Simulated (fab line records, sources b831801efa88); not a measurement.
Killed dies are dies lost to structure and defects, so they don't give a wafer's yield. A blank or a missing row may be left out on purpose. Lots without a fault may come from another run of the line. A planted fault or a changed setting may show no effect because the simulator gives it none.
Which tool did it? | flow gf180mcu | 6 lots, 17 wafers sampled, at 3 steps of a route of 602

WHAT THE GAUGES READ, wafer by wafer
GF_TOP_METAL_RS_MEAS_05: measures by four-point-probe.
lot  | measured     | on            | TOP_METAL_ALCU_RS (ohm/sq)
L139 | day 27 15:44 | film_metro-03 | 0.0324 0.0327 0.0324
L141 | day 28 06:58 | film_metro-03 | 0.0330 0.0331 0.0332
L144 | day 29 02:42 | film_metro-04 | 0.0325 0.0325 0.0327
L154 | day 31 21:19 | film_metro-04 | 0.0215 0.0215
L156 | day 32 10:10 | film_metro-02 | 0.0325 0.0326 0.0327
L159 | day 33 05:04 | film_metro-03 | 0.0324 0.0326 0.0328

WHICH TOOL RAN EACH LOT (tool, then ch and the chambers of the sampled wafers, then the start)
lot  | GF_TOP_METAL_SPUTTER_02      | GF_TOP_METAL_SPUTTER_03
L139 | pvd_sputter-04, day 27 15:37 | pvd_sputter-04, day 27 15:39
L141 | pvd_sputter-02, day 28 06:53 | pvd_sputter-02, day 28 06:56
L144 | pvd_sputter-01, day 29 02:34 | pvd_sputter-01, day 29 02:37
L154 | pvd_sputter-04, day 31 21:10 | pvd_sputter-04, day 31 21:13
L156 | pvd_sputter-01, day 32 10:05 | pvd_sputter-01, day 32 10:07
L159 | pvd_sputter-01, day 33 04:59 | pvd_sputter-01, day 33 05:01
- GF_TOP_METAL_SPUTTER_02: material AlCu, target thk 900 nm, time 47.82 s.
- GF_TOP_METAL_SPUTTER_03: material Ti, target thk 5 nm, time 3.3 s.

THE ANSWER, worked out from the rows above alone
Rule: what is usual is taken from the lots themselves. Put in order of their means at a reading, lots are off if they are a third of the lots or fewer, leave a main group of 4 or more, and stand apart from it by a gap of 3 or more times the standard deviation of the main group's means; of several such gaps the widest counts. A main group whose means are all the same, to the digits that the tables above print for the reading, isn't used. A lot without any number at a reading at which 4 lots or more have one is off too. The other lots that the step has rows for count as sound.
Off: L154, at GF_TOP_METAL_RS_MEAS_05 (TOP_METAL_ALCU_RS). The main group: mean 0.0327 ohm/sq, standard deviation 0.00022.
A tool fits if, at a process step before that reading, it ran every lot that is off, and no sound lot after the first of them. The gauges at GF_TOP_METAL_RS_MEAS_05 are tried like those tools. Can't be told from this: 2 tools fit, pvd_sputter-04 at GF_TOP_METAL_SPUTTER_02 and GF_TOP_METAL_SPUTTER_03, film_metro-04 at GF_TOP_METAL_RS_MEAS_05.

WHAT THE SIMULATOR HAD PUT IN
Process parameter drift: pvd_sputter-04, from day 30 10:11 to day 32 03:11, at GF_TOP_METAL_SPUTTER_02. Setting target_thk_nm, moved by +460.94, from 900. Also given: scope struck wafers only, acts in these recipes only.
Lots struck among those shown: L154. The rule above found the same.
